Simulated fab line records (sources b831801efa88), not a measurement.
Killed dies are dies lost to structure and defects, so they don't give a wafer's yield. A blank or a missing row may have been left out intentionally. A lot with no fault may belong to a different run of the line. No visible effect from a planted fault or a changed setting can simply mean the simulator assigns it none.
fab line records	flow sky130
record: lots: 7	wafers: 21	last-day: 49
route steps=708 shown GATE_OXIDE@191 POLY_GATE@204 PAD_OPEN@708
lots that met no fault: taken from a fault-free run of the same line
start-h: hours from the record's opening day to when the first of the lot's shown wafers began	wait-h: hours from the lot's prior step to this one	" unchanged from the row above	L1.1+2: a row that stands for several wafers	- no value present, or no start provided	* or withheld: withheld	< > ~ a bound
route shown NAME@n: a module of which the file shows steps, and the number in the route of the first	usual: mean/standard deviation taken from wafers without a fault	same: alike in all rows	chamber/n: place in a boat	sites: the reading at each site	_std_site: the values' standard deviation	_edge_site: outer sites' mean less inner sites'	radius-mm: how far each site lies from the wafer's centre	mask NAME#n: copy n	behind: the tool/chamber that last shaped the wafer	hold: why the lot was held/for how many hours/how that ended	device: which transistor (n, p or np) failed to switch	end of line: the same wafers' tests at the end of the route	step lacking rows: just its recipe	killed: count of dies lost to structure and defects at first sort (not the wafer's yield)	map: per-die view of a wafer (x killed, . not killed, _ where there is no die)
set.NAME: setting as actually run; set.NAME@STEP: the setting as run at that earlier step	model.NAME: the simulator's own value behind a step, which no gauge read
certain route steps with their lots: each step a table, each wafer a row
services: a tool's chamber out of use, with start hour (start-h, from the record's first day; less than 0 if before it), hours out, and reason
== steps ==
step: SKY_GATE_OXIDE_HMDS_04
recipe: prime-time-s: 60	prime-temp-c: 120
step: SKY_GATE_OXIDE_COAT_05
recipe: resist: NOVOLAK	spin-rpm: 3000	resist-thk-nm: 1140
step: SKY_GATE_OXIDE_SOFTBAKE_06
recipe: temp-c: 90	time-s: 58.04	resist: NOVOLAK
step: SKY_GATE_OXIDE_EXPOSE_07
recipe: mask-id: LVOM	na: 0.6	source-shape: conventional	sigma-outer: 0.6	polarization: unpolarized	target-cd-nm: 600	dose-mj: 170
step: SKY_GATE_OXIDE_PEB_08
recipe: temp-c: withheld	time-s: *	resist: NOVOLAK
step: SKY_GATE_OXIDE_DEVELOP_09
recipe: resist: NOVOLAK	developer: TMAH	develop-time-s: 60	dev-temp-c: 23
step: SKY_GATE_OXIDE_OVL_MEAS_10
usual: GATE_OXIDE_OVL: -0.4/1.3
lot.wafer	tool	chamber	start-h	wait-h	GATE_OXIDE_OVL[nm]
L706.1	overlay-02	-	319.60	0.1	-1.7
L706.2	"	-	"	"	-0.3
L706.3	"	-	"	"	-1.1
L711.1	overlay-02	-	352.75	0.1	-1.6
L711.2	"	-	"	"	-3.4
L711.6	"	-	"	"	-3.0
L714.1	overlay-02	-	381.35	0.1	-1.4
L714.4	"	-	"	"	0.0
L714.5	"	-	"	"	0.5
L715.2	overlay-01	-	382.01	0.1	1.2
L715.4	"	-	"	"	0.8
L715.5	"	-	"	"	-1.3
L716.3	overlay-01	-	393.79	0.1	0.0
L716.4	"	-	"	"	-4.3
L716.5	"	-	"	"	-1.2
L723.2	overlay-01	-	474.79	0.1	0.8
L723.5	"	-	"	"	-1.4
L723.6	"	-	"	"	0.1
L724.2	overlay-02	-	474.83	0.1	0.7
L724.3	"	-	"	"	-0.5
L724.6	"	-	"	"	0.3
step: SKY_GATE_OXIDE_IMPLANT_11
recipe: species: B	energy-kev: 10	dose-cm2: 2.6e+12	tilt-deg: withheld
step: SKY_GATE_OXIDE_WET_ETCH_12
recipe: chemistry: dHF	target-depth-nm: 16.8	dry: n2-spin	target: SiO2	dilution: 100:1	temp-c: 25	time-s: 336
step: SKY_GATE_OXIDE_STRIP_13
recipe: chemistry: O2/N2	power-w: 1400	pressure-mtorr: 1500	platen-temp-c: withheld	o2-flow-sccm: 3000	n2-flow-sccm: 300	overash-fraction: 0.5
usual: drypump-motor-current-A: 6.0/0.48	oes-product-au: 0.715/0.0044	strip-time-to-endpoint-s: 14.19/0.036
lot.wafer	tool	chamber	start-h	wait-h	drypump-motor-current-A	oes-product-au	rf-hours-counter-h	strip-time-to-endpoint-s
L706.1	plasma-asher-02	0	319.89	0.0	5.4	0.715	63	14.22
L706.2	"	1	"	"	6.5	0.718	63	14.24
L706.3	"	0	"	"	5.4	0.713	-	14.20
L711.1	plasma-asher-01	1	353.04	0.0	6.4	0.716	24	14.20
L711.2	"	0	"	"	5.5	0.716	24	14.22
L711.6	"	0	"	"	5.5	0.714	-	14.23
L714.1	plasma-asher-01	1	381.65	0.0	6.5	0.713	27	14.16
L714.4	"	1	"	"	6.5	0.722	-	14.17
L714.5	"	0	"	"	5.5	0.719	-	14.18
L715.2	plasma-asher-03	0	382.30	0.0	5.5	0.715	48	14.26
L715.4	"	1	"	"	6.5	0.709	-	14.19
L715.5	"	0	"	"	5.5	0.713	-	14.26
L716.3	plasma-asher-02	1	394.10	0.0	6.4	0.711	-	14.18
L716.4	"	0	"	"	5.4	0.717	-	14.18
L716.5	"	1	"	"	6.4	0.713	-	14.21
L724.2	plasma-asher-01	0	475.11	0.0	5.5	0.721	37	14.19
L724.3	"	1	"	"	6.4	0.717	-	14.21
L724.6	"	0	"	"	5.5	0.722	-	14.21
L723.2	plasma-asher-03	0	475.19	0.0	5.5	0.711	56	14.23
L723.5	"	1	"	"	6.5	0.707	-	14.22
L723.6	"	0	"	"	5.5	0.722	-	14.17
step: SKY_GATE_OXIDE_TW_MEAS_14
usual: GATE_OXIDE_TW: 223.7/1.1
lot.wafer	tool	chamber	start-h	wait-h	GATE_OXIDE_TW
L706.1	film-metro-01	-	319.99	0.1	221.0
L706.2	"	-	"	"	223.1
L706.3	"	-	"	"	222.6
L711.1	film-metro-01	-	353.14	0.1	222.6
L711.2	"	-	"	"	223.2
L711.6	"	-	"	"	224.0
L714.1	film-metro-01	-	381.75	0.1	223.6
L714.4	"	-	"	"	224.5
L714.5	"	-	"	"	224.4
L715.2	film-metro-01	-	382.41	0.1	224.5
L715.4	"	-	"	"	224.4
L715.5	"	-	"	"	223.6
L716.3	film-metro-01	-	394.18	0.1	222.3
L716.4	"	-	"	"	223.2
L716.5	"	-	"	"	222.7
L724.2	film-metro-04	-	475.22	0.1	225.2
L724.3	"	-	"	"	224.2
L724.6	"	-	"	"	223.8
L723.2	film-metro-01	-	475.30	0.1	224.7
L723.5	"	-	"	"	223.0
L723.6	"	-	"	"	223.5
step: SKY_GATE_OXIDE_CLEAN_15
recipe: chemistry: SC1/SC2	mix: 1:4:20	temp-c: 70	time-s: 150	dry: n2-spin
step: SKY_GATE_OXIDE_OXIDATION_16
recipe: temp-c: 800	ambient: O2	idle-temp-c: 700	ramp-up-c-per-min: 10	ramp-down-c-per-min: 3	stabilise-s: 600	purge-s: 300	target-thk-a: 35.7	ox-time-s: 1915
usual: ox-time-s: 1915/0	spike-tc-centre-C: 801.1/0.96	zone-power-top-pct: 30.9/0.62
lot.wafer	tool	chamber	start-h	wait-h	ox-time-s	spike-tc-centre-C	zone-power-top-pct	model.SiO2_of_GATE_OXIDE_OXIDATION_01.thk-nm
L706.1	furnace-01	0	321.34	1.2	1915	799.9	30.5	11.53
L706.2	"	0	"	"	1915	800.9	30.4	11.57
L706.3	"	0	"	"	1915	802.4	30.6	11.63
L711.1	furnace-02	0	353.25	0.0	1915	802.2	31.7	11.39
L711.2	"	0	"	"	1915	801.3	32.3	11.49
L711.6	"	0	"	"	1915	801.9	32.0	11.46
L714.1	furnace-01	0	382.27	0.4	2298	803.1	30.4	11.82
L714.4	"	0	"	"	2298	802.4	30.6	11.81
L714.5	"	0	"	"	2298	800.9	30.6	11.84
L715.2	furnace-01	0	383.80	1.3	2298	801.1	30.5	11.93
L715.4	"	0	"	"	2298	801.8	31.3	11.93
L715.5	"	0	"	"	2298	799.7	31.3	12.03
L716.3	furnace-01	0	394.64	0.4	2298	800.3	30.0	11.87
L716.4	"	0	"	"	2298	801.8	30.7	11.84
L716.5	"	0	"	"	2298	799.9	30.6	11.81
L724.2	furnace-01	0	475.32	0.0	1915	801.7	30.7	11.58
L724.3	"	0	"	"	1915	800.4	29.2	11.63
L724.6	"	0	"	"	1915	800.3	29.9	11.69
L723.2	furnace-02	0	475.46	0.0	1915	800.4	32.0	11.72
L723.5	"	0	"	"	1915	799.7	31.5	11.72
L723.6	"	0	"	"	1915	800.8	31.8	11.64
step: SKY_POLY_GATE_CVD_00
recipe: material: poly-Si	target-thk-nm: 180	temp-c: 620	time-s: 720	pressure-mtorr: 200
step: SKY_PAD_OPEN_PROBE_99
usual: killed_at_M0_to_M3: 43/5.9	killed_at_M4_up: 3.3/1.9	killed-at-contacts: 24/5.6	killed-at-front-end: 15/4.1	killed-at-other: 0.4/0.66	killed-dies: 86/9	killed-open: 47/6.9	killed-short: 39/6.2
same: gross-dies: 492	killed-at-back-side: 0
lot.wafer	tool	chamber	start-h	wait-h	killed_at_M0_to_M3	killed_at_M4_up	killed-at-contacts	killed-at-front-end	killed-at-other	killed-dies	killed-open	killed-short	model.etest.pfet_01v8.r-on-ohm-um	model.etest.nfet_01v8.r-on-ohm-um	model.etest.nfet_01v8_lvt.drive-ua-um	model.etest.nfet_01v8_turned.drive-ua-um	model.etest.nfet_01v8_swapped.drive-ua-um	model.etest.nfet_01v8.drive-ua-um	model.etest.sram-nfet-pass.drive-ua-um	model.etest.nfet-g5v0d10v5.drive-ua-um
L706.1	prober-02	-	1081.70	0.1	42	1	27	13	0	83	36	46	2859	826.6	591.8	519.3	513.6	517.4	525	601.7
L706.2	prober-02	-	1081.75	0.1	40	4	29	21	0	94	40	54	2886	828.6	583.7	515.5	515	510	513.2	602.1
L706.3	prober-02	-	1081.80	0.2	37	3	23	18	0	81	47	33	2909	841.9	581.8	509.3	508.5	505.2	500.3	598.9
L711.1	prober-01	-	1105.80	0.1	39	0	25	15	0	79	50	28	2788	802.2	614.1	539.8	542.9	538.1	510.4	614.6
L711.2	prober-01	-	1105.85	0.1	45	2	21	10	0	78	38	39	2802	821.2	584.6	520.3	514.7	519.5	507.1	608.9
L711.6	prober-01	-	1106.05	0.2	45	2	27	16	0	90	52	36	2801	817	591.6	522.6	523.2	520.6	501.6	612.4
L714.1	prober-02	-	1123.31	0.1	33	5	26	22	0	86	45	41	2910	879.6	538.6	466.8	469.3	467	457.5	601.9
L714.4	prober-02	-	1123.46	0.2	42	6	24	19	0	91	53	38	2913	886.3	520.4	451.1	455.8	450.6	416.3	592.7
L714.5	prober-02	-	1123.51	0.2	43	4	23	21	0	91	44	47	2913	883.3	529.6	465.6	461.4	458.9	439.2	592.9
L715.2	prober-01	-	1126.09	0.1	46	2	27	13	1	89	44	44	3002	876.6	538.6	467.5	461.9	462.8	456.1	588
L715.4	prober-01	-	1126.19	0.2	41	3	32	11	0	87	48	39	2994	856.1	546.8	480.4	479.3	474.6	468.9	589.6
L715.5	prober-01	-	1126.24	0.2	48	3	19	14	1	85	44	41	2986	874.6	536.6	469.3	463.8	467.7	442.2	585.8
L716.3	prober-01	-	1132.25	0.2	41	2	24	11	0	78	41	37	2984	884.5	529.7	460.9	462.9	462.7	439	597
L716.4	prober-01	-	1132.30	0.2	36	1	20	12	0	69	35	34	3070	880	532.8	467	468.7	466.1	446.2	591.9
L716.5	prober-01	-	1132.35	0.2	50	2	18	6	1	77	45	32	3009	883.7	527.7	460.4	463	460	447.5	602.4
L724.2	prober-01	-	1177.72	0.1	55	8	22	9	0	94	51	43	2854	830.7	584.5	508.9	511.1	508.7	480.1	603.7
L724.3	prober-01	-	1177.77	0.2	46	3	41	17	0	107	67	39	2872	845.7	559.3	491.2	488.6	492.7	466.4	598
L724.6	prober-01	-	1177.92	0.2	42	2	20	14	0	78	43	34	2845	819.1	576.5	507	502.8	506.4	482.4	602.8
L723.2	prober-02	-	1179.67	0.1	39	1	27	13	0	80	40	40	2967	834.5	568.8	498.8	501.1	497.6	476.2	599.4
L723.5	prober-02	-	1179.82	0.2	40	4	15	20	0	79	42	37	2943	824.6	576.3	504.7	506.6	507.9	468.1	595.9
L723.6	prober-02	-	1179.87	0.2	42	0	24	19	1	86	49	36	2934	808.4	584.7	509.7	507.4	508.7	471.8	604.4
killed by level:class
L706.1 CONTACT:geometric-particle:open=9 CONTACT:geometric-particle:short=7 VIA3:geometric-particle:short=7 VIA2:geometric-particle:open=6 METAL2:geometric-particle:short=6 METAL1:geometric-particle:short=5 VIA1:geometric-particle:open=5 LOCAL_INTERCONNECT:geometric-particle:short=4
L706.2 VIA1:geometric-particle:open=13 LOCAL_INTERCONNECT:geometric-particle:short=8 CONTACT:geometric-particle:open=7 POLY_GATE:geometric-particle:open=6 VIA1:geometric-particle:short=6 FIELD_ISO:geometric-particle:short=5 LI_CONTACT:geometric-particle:open=5 CONTACT:geometric-particle:short=5
L706.3 VIA1:geometric-particle:open=10 CONTACT:geometric-particle:open=8 POLY_GATE:geometric-particle:open=6 LI_CONTACT:geometric-particle:open=6 METAL2:geometric-particle:short=6 CONTACT:geometric-particle:short=5 VIA3:geometric-particle:open=5 POLY_GATE:geometric-particle:short=4
L711.1 CONTACT:geometric-particle:open=12 VIA1:geometric-particle:open=10 CONTACT:geometric-particle:short=7 VIA2:geometric-particle:open=6 VIA3:geometric-particle:open=6 SPACER:geometric-particle:open=5 METAL1:geometric-particle:short=4 VIA2:geometric-particle:short=4
L711.2 METAL1:geometric-particle:short=9 CONTACT:geometric-particle:open=9 METAL2:geometric-particle:short=7 VIA2:geometric-particle:open=6 VIA1:geometric-particle:short=5 VIA1:geometric-particle:open=5 CONTACT:geometric-particle:short=4 METAL3:geometric-particle:short=4
L711.6 CONTACT:geometric-particle:open=13 VIA1:geometric-particle:open=12 METAL2:geometric-particle:short=8 LI_CONTACT:geometric-particle:open=6 CONTACT:geometric-particle:short=5 VIA2:geometric-particle:open=5 VIA3:geometric-particle:open=5 POLY_GATE:geometric-particle:short=4
L714.1 CONTACT:geometric-particle:open=12 POLY_GATE:geometric-particle:open=7 POLY_GATE:geometric-particle:short=5 METAL1:geometric-particle:short=5 VIA1:geometric-particle:open=5 VIA1:geometric-particle:short=5 VIA3:geometric-particle:open=5 FIELD_ISO:geometric-particle:short=4
L714.4 VIA1:geometric-particle:open=10 VIA2:geometric-particle:open=8 LI_CONTACT:geometric-particle:open=8 FIELD_ISO:geometric-particle:short=7 POLY_GATE:geometric-particle:open=7 CONTACT:geometric-particle:open=7 LOCAL_INTERCONNECT:geometric-particle:short=5 VIA3:geometric-particle:open=5
L714.5 VIA1:geometric-particle:open=11 FIELD_ISO:geometric-particle:short=10 CONTACT:geometric-particle:open=10 VIA3:geometric-particle:open=7 VIA2:geometric-particle:open=6 CONTACT:geometric-particle:short=6 METAL2:geometric-particle:short=5 VIA1:geometric-particle:short=5
L715.2 LI_CONTACT:geometric-particle:open=8 CONTACT:geometric-particle:short=8 CONTACT:geometric-particle:open=8 METAL2:geometric-particle:short=8 VIA1:geometric-particle:open=7 METAL1:geometric-particle:short=7 FIELD_ISO:geometric-particle:open=4 VIA3:geometric-particle:open=4
L715.4 CONTACT:geometric-particle:open=14 CONTACT:geometric-particle:short=9 VIA2:geometric-particle:open=8 VIA1:geometric-particle:open=8 METAL2:geometric-particle:short=5 POLY_GATE:geometric-particle:short=4 LI_CONTACT:geometric-particle:open=4 METAL3:geometric-particle:short=4
L715.5 VIA1:geometric-particle:open=12 METAL2:geometric-particle:short=8 CONTACT:geometric-particle:open=7 METAL1:geometric-particle:short=6 CONTACT:geometric-particle:short=6 VIA2:geometric-particle:open=6 METAL2:geometric-particle:open=5 LOCAL_INTERCONNECT:geometric-particle:short=4
L716.3 CONTACT:geometric-particle:open=12 VIA1:geometric-particle:open=8 METAL2:geometric-particle:short=7 VIA3:geometric-particle:open=6 FIELD_ISO:geometric-particle:short=5 VIA3:geometric-particle:short=5 LOCAL_INTERCONNECT:geometric-particle:short=5 VIA2:geometric-particle:open=5
L716.4 CONTACT:geometric-particle:open=8 VIA1:geometric-particle:open=8 VIA3:geometric-particle:open=6 VIA3:geometric-particle:short=6 METAL2:geometric-particle:short=5 CONTACT:geometric-particle:short=5 FIELD_ISO:geometric-particle:short=3 SPACER:geometric-particle:short=3
L716.5 VIA1:geometric-particle:open=16 VIA2:geometric-particle:open=11 CONTACT:geometric-particle:short=8 METAL1:geometric-particle:short=7 LI_CONTACT:geometric-particle:open=5 FIELD_ISO:geometric-particle:open=3 LOCAL_INTERCONNECT:geometric-particle:short=3 VIA1:geometric-particle:short=3
L724.2 VIA3:geometric-particle:open=12 VIA1:geometric-particle:open=11 VIA2:geometric-particle:open=8 LI_CONTACT:geometric-particle:open=7 METAL2:geometric-particle:short=7 CONTACT:geometric-particle:open=6 METAL4:geometric-particle:short=6 LOCAL_INTERCONNECT:geometric-particle:short=5
L724.3 CONTACT:geometric-particle:open=19 VIA1:geometric-particle:open=16 LI_CONTACT:geometric-particle:open=13 FIELD_ISO:geometric-particle:open=6 VIA1:geometric-particle:short=6 METAL2:geometric-particle:short=5 LI_CONTACT:geometric-particle:short=5 VIA3:geometric-particle:open=5
L724.6 CONTACT:geometric-particle:open=11 VIA1:geometric-particle:open=10 METAL2:geometric-particle:short=8 VIA3:geometric-particle:open=6 METAL1:geometric-particle:short=5 FIELD_ISO:geometric-particle:open=4 CONTACT:geometric-particle:short=4 FIELD_ISO:geometric-particle:short=3
L723.2 CONTACT:geometric-particle:open=12 VIA1:geometric-particle:open=9 LI_CONTACT:geometric-particle:open=7 METAL1:geometric-particle:short=5 POLY_GATE:geometric-particle:open=5 METAL2:geometric-particle:short=5 VIA3:geometric-particle:short=4 VIA2:geometric-particle:open=4
L723.5 FIELD_ISO:geometric-particle:open=8 VIA1:geometric-particle:open=8 VIA2:geometric-particle:open=7 METAL1:geometric-particle:short=6 VIA2:geometric-particle:short=5 POLY_GATE:geometric-particle:open=4 LI_CONTACT:geometric-particle:open=4 CONTACT:geometric-particle:open=4
L723.6 VIA1:geometric-particle:open=13 LI_CONTACT:geometric-particle:open=9 FIELD_ISO:geometric-particle:short=7 VIA2:geometric-particle:open=7 VIA3:geometric-particle:open=6 LOCAL_INTERCONNECT:geometric-particle:short=5 CONTACT:geometric-particle:open=5 VIA1:geometric-particle:short=5
== services ==
tool	chamber	start-h	hours	kind
plasma-asher-02	-	338.39	8.6	repair
plasma-asher-01	-	341.42	1.0	repair
furnace-02	-	368.92	3.6	pm
plasma-asher-02	-	370.82	0.4	repair
plasma-asher-02	-	380.90	2.1	repair
plasma-asher-03	-	444.06	14.6	pm
furnace-01	-	459.20	3.5	pm
== key ==
first-sign: step: SKY_GATE_OXIDE_OXIDATION_16	reading: ox-time-s	direction: up	sigmas: 99+	usual: *	struck: *
effect none on later readings
model-effect: step: SKY_GATE_OXIDE_OXIDATION_16	value: SiO2_of_GATE_OXIDE_OXIDATION_01.thk-nm	without: 11.55	struck: 11.87
model-effect: step: SKY_PAD_OPEN_PROBE_99	value: etest.pfet_01v8.r-on-ohm-um	without: 2852	struck: 2976
met-at SKY_GATE_OXIDE_OXIDATION_16
struck-wafers L714.1,L714.4,L714.5,L715.2,L715.4,L715.5,L716.3,L716.4,L716.5
tester-left-out L714,L715,L716
onset-between 321.34 382.27
fault: kind: process-parameter-drift	tool: furnace-01	chamber: -	onset-h: 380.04	steps: SKY_GATE_OXIDE_OXIDATION_16	channel: ox-time-s	offset: *	shape: step	end-h: 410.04	acts-in: *	stated: *
tester-left-out: of these lots the tester's yield and bins aren't shown, on N5 and GAA mostly nor the transistor test; their killed dies are dies lost to structure and defects alone, not to doping, threshold or leakage, so they don't give the yield
